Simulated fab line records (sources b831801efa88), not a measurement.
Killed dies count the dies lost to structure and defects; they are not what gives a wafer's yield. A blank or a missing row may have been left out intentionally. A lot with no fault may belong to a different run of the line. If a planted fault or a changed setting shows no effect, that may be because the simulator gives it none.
The tool behind it: which one?	flow sky130	Sampling: 12 lots, 36 wafers, 3 of 708 route steps

== WHAT THE GAUGES SHOWED, per wafer ==
SKY_RES_PROTECT_TW_MEAS_08. Usual: for POLY_GATE_TW the level is 4071 and the standard deviation is 47.
lot	measured	on	POLY_GATE_TW	flag
L159	day 15 17:05	film_metro-04	4061 4047 4040	
L160	day 15 18:34	film_metro-01	4114 4105 4143	
L161	day 15 22:56	film_metro-01	4108 4117 4096	
L165	day 17 07:50	film_metro-02	4021 4015 4033	
L170	day 19 09:43	film_metro-02	3958 3969 3975	
L171	day 19 14:38	film_metro-01	4080 4085 4065	
L172	day 20 03:25	film_metro-01	4087 4116 4098	
L175	day 20 19:30	film_metro-01	4092 4063 4102	
L176	day 21 03:53	film_metro-01	4088 4076 4094	
L179	day 22 08:35	film_metro-04	4081 4084 4096	
L181	day 22 20:43	film_metro-04	4069 4054 4016	
L182	day 23 11:05	film_metro-04	4044 4058 4045	

SKY_POLY_GATE_CD_MEAS_13 targets a cd of 150 nm. Usual: cd_nm at 149.9 nm, with a standard deviation of 1.2.
lot	measured	on	cd_nm (nm)	flag
L159	day 16 23:31	cd_sem-01	148.9 148.7 148.9	
L160	day 17 00:09	cd_sem-02	151.8 151.8 151.2	
L161	day 17 05:28	cd_sem-02	151.1 150.1 149.7	
L165	day 18 15:04	cd_sem-01	151.7 151.2 151.3	
L170	day 20 18:19	cd_sem-01	150.5 151.4 150.2	
L171	day 21 00:05	cd_sem-01	148.7 149.4 148.7	
L172	day 21 12:38	cd_sem-01	151.2 152.8 151.7	
L175	day 22 06:05	cd_sem-01	149.6 149.7 149.0	
L176	day 22 12:59	cd_sem-01	150.7 150.2 149.8	
L179	day 23 16:56	cd_sem-02	149.4 149.7 148.8	
L181	day 24 04:49	cd_sem-01	151.4 150.5 151.4	
L182	day 24 19:20	cd_sem-02	150.5 150.7 150.1	

== EACH LOT AND THE TOOL THAT RAN IT (in order: tool; ch and the chambers of the sampled wafers; start) ==
lot	SKY_RES_PROTECT_STRIP_07
L159	plasma_asher-01 ch 1, day 15 16:58
L160	plasma_asher-02 ch 0,1, day 15 18:28
L161	plasma_asher-03 ch 0,1, day 15 22:50
L165	plasma_asher-01 ch 0, day 17 07:43
L170	plasma_asher-03 ch 0,1, day 19 09:37
L171	plasma_asher-01 ch 0,1, day 19 14:33
L172	plasma_asher-03 ch 0,1, day 20 03:19
L175	plasma_asher-02 ch 0,1, day 20 19:24
L176	plasma_asher-01 ch 1, day 21 03:46
L179	plasma_asher-01 ch 0,1, day 22 08:28
L181	plasma_asher-02 ch 0,1, day 22 20:37
L182	plasma_asher-03 ch 0,1, day 23 10:59
- SKY_RES_PROTECT_STRIP_07: strips in O2/N2.

== WHAT THE TOOLS THEMSELVES READ (means of the sampled wafers that have a number; where no wafer has one, the mark that the record gives instead) ==
SKY_RES_PROTECT_STRIP_07. Usual: drypump_motor_current_A 5.4 A, standard deviation 0.55; o2_flow_sccm 3001 sccm, standard deviation 8.3; oes_product_au 0.517 a.u., standard deviation 0.0046; strip_time_to_endpoint_s 23.28 s, standard deviation 0.039.
lot	tool	drypump_motor_current_A (A)	o2_flow_sccm (sccm)	oes_product_au (a.u.)	strip_time_to_endpoint_s (s)	flag
L159	plasma_asher-01	6.0	2999	0.520	23.31	
L160	plasma_asher-02	4.9	3008	0.515	23.26	
L161	plasma_asher-03	5.2	2999	0.516	23.28	
L165	plasma_asher-01	6.2	2989	0.516	23.20	
L170	plasma_asher-03	5.2	3000	0.520	23.23	
L171	plasma_asher-01	6.1	3006	0.521	23.33	
L172	plasma_asher-03	5.2	3006	0.518	23.25	
L175	plasma_asher-02	4.9	2998	0.520	23.31	
L176	plasma_asher-01	6.0	2997	0.513	23.24	
L179	plasma_asher-01	6.1	2999	0.514	23.34	
L181	plasma_asher-02	4.9	3004	0.519	23.29	
L182	plasma_asher-03	5.2	3003	0.515	23.28	

== THE ANSWER, worked out from the rows above alone ==
Rule: a lot counts as off when the mean over its wafers that have a number is more than 3 standard deviations away from the usual mean. A lot without any number at a reading at which 4 lots or more have one is off too. Where the step has rows for the other lots, those lots are counted as sound. The gauges are gone through in route order, then the tools' own readings, and for those a lot's mean is taken as printed above. At the first step where some lot is off, the reading lying furthest off is the one used; lots without a number count as furthest.
None of the lots is off at any reading shown; this tells nothing.

== WHAT THE SIMULATOR PUT IN ==
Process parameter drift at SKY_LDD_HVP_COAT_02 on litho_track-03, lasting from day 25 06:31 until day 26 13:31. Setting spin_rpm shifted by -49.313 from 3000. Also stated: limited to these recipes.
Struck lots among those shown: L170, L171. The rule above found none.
